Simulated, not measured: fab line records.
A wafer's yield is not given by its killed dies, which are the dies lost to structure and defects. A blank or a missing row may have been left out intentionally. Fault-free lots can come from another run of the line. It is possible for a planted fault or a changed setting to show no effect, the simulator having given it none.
A lot that was struck, set against a sound lot -- flow sky130 -- 16 out of 708 route steps
Sound: these wafers, L806.2, L806.4, L806.6. Wafers L801.2, L801.3, L801.6 were the ones struck. At the end, the cause is stated.
Order at every step that has rows: each side's tool, ch and its chambers, its first start. Under that, the readings that differ: sound wafers -- struck wafers -- difference of the means -- sigmas: that difference in standard deviations of wafers without a fault.
alike: same words and numbers on both sides, and readings whose means sit less than 2 such deviations apart. not compared: any withheld reading, any reading some wafer has no value for, any bound like >300 that may hide the same value, and any number with overlapping values for which the record gives no deviation.
The two part at a step that has a row with sigmas, a row that says differs or no value, or rows on one side only. Numbers that have no deviation but don't overlap get no sigmas and don't part them. A reading missing from all wafers of one side parts the sides only when that side holds two or more wafers.

first, 5 steps without rows for these wafers: SKY_POLY_GATE_COAT_08 (resist thk 450 nm); SKY_POLY_GATE_SOFTBAKE_09 (time 90 s); SKY_POLY_GATE_EXPOSE_10 (exposes mask P1M, target cd 150 nm); SKY_POLY_GATE_PEB_11; SKY_POLY_GATE_DEVELOP_12 (develop time 60 s).
SKY_POLY_GATE_CD_MEAS_13: the cd target is 150 nm.
  sound on cdSem-02, day 22 00:57; struck on cdSem-02, day 19 16:29
reading,sound,struck,difference,sigmas
cdNm (nm),151.6 150.7 151.1,147.8 148.7 148.4,-2.8,-2
SKY_POLY_GATE_OVL_MEAS_14:
  sound on overlay-02, day 22 01:04; struck on overlay-01, day 19 16:35
  alike: POLY_GATE_OVL
SKY_POLY_GATE_ETCH_15: etches BARC in N2/H2, stops on SiO2, time 118.5 s, target depth 110 nm.
  sound on rieDiel-01 ch 1,2,3, day 22 01:05; struck on rieDiel-03 ch 0,1,2, day 19 16:37
  alike: drypumpMotorCurrentA, oesProductAu, throttleValvePct
  not compared: rfHoursCounterH
SKY_POLY_GATE_ETCH_16: etches Si3N4 in CH3F/O2, stops on poly-Si, time 147.5 s, target depth 75 nm.
  sound on rieDiel-01 ch 1,2,3, day 22 01:10; struck on rieDiel-03 ch 0,1,2, day 19 16:43
  alike: ch3fFlowSccm, drypumpMotorCurrentA, oesProductAu, throttleValvePct
  not compared: rfHoursCounterH
SKY_POLY_GATE_ETCH_17: etches poly-Si in HBr/Cl2, stops on SiO2, target depth 180 nm, time 70.5 s.
  sound on rieSi-01 ch 1,2, day 22 01:16; struck on rieSi-02 ch 1,3, day 19 16:49
  alike: drypumpMotorCurrentA, mfcCl2Sccm, oesProductAu, throttleValvePct
  not compared: rfHoursCounterH
SKY_POLY_GATE_STRIP_18: strips in O2/N2.
  sound on plasmaAsher-03 ch 0, day 22 01:19; struck on plasmaAsher-02 ch 0,1, day 19 16:52
  alike: drypumpMotorCurrentA, oesProductAu, stripTimeToEndpointS
  not compared: rfHoursCounterH
then, 1 step without rows for these wafers: SKY_POLY_GATE_CLEAN_19 (cleans in SC1/SC2, time 150 s).
SKY_POLY_GATE_OXIDATION_20: stabilise 600 s, purge 300 s, target thk 4 nm.
  sound on furnace-02 ch 0, day 22 01:28; struck on furnace-01 ch 0, day 19 19:23
reading,sound,struck,difference,sigmas
spikeTcBottomC (C),866 864 866,894 894 893,+28,+7
spikeTcCentreC (C),850.3 851.3 850.3,870.0 868.9 868.5,+18.5,+17
spikeTcLowerC (C),851.2 850.5 850.0,868.7 868.2 870.0,+18.4,+17
spikeTcTopC (C),862.5 862.9 862.9,882.2 884.5 883.1,+20.5,+19
spikeTcUpperC (C),848.3 848.6 848.0,869.1 868.9 868.1,+20.4,+19
tubeCenterTempC (C),849.98 850.04 850,869.4 869.31 869.26,+19.3,+99 or more
tube_center_temp_C_max,852.3 852.8 852.8,871.6 871.6 871.4,+18.9,+57
zonePowerTopPct (%),30.8 31.4 30.9,32.5 32.1 32.5,+1.3,+4
zonePowerUpperPct (%),16.57 16.67 16.66,17.49 17.33 17.40,+0.77,+5
model.SiO2_of_POLY_GATE_OXIDATION_20.thkNm (nm),4.067 4.036 4.068,5.144 5.126 5.106,+1.068,
SKY_POLY_GATE_THK_MEAS_21:
  sound on filmMetro-02, day 22 02:44; struck on filmMetro-02, day 19 20:38
reading,sound,struck,difference,sigmas
POLY_GATE_OXIDATION_THK (nm),4.15 4.00 4.06,5.14 5.13 5.14,+1.07,+13
SKY_POLY_GATE_CD_MEAS_22:
  sound on cdSem-01, day 22 02:49; struck on cdSem-02, day 19 20:43
  alike: cdNm
-- here the record skips 28 days between the struck wafers' starts before and after, leaving off in module POLY_GATE and picking up in module PAD_OPEN (first step shown: number 708 of the route) --
SKY_PAD_OPEN_PROBE_99:
  sound on prober-02, day 49 14:47; struck on prober-01, day 48 01:32
reading,sound,struck,difference,sigmas
model.etest.tipSonos.rsOhmSq,2546 2556 2530,2834 2820 2763,+262,
model.etest.tipP.rsOhmSq,6730 6675 6744,7042 7058 7077,+343,
model.etest.tipN.rsOhmSq,441.4 440.6 442.1,455.5 459.3 456.1,+15.6,
model.etest.resPdiff.rsOhmSq,198 197.1 199,204 204.5 206.2,+7,
model.etest.resNdiff.rsOhmSq,119.2 119.4 120,122 122.2 122.5,+3,
  alike: killed_at_M0_to_M3, killed_at_M4_up, killedAtContacts, killedAtFrontEnd, killedAtOther, killedDies, killedOpen, killedShort

== WHERE THEY PART ==
Earliest at SKY_POLY_GATE_CD_MEAS_13; latest, in this record, at SKY_POLY_GATE_THK_MEAS_21. Later steps at which nothing parts them and some readings are alike: SKY_POLY_GATE_CD_MEAS_22, SKY_PAD_OPEN_PROBE_99.

WHY: whatever the simulator had introduced
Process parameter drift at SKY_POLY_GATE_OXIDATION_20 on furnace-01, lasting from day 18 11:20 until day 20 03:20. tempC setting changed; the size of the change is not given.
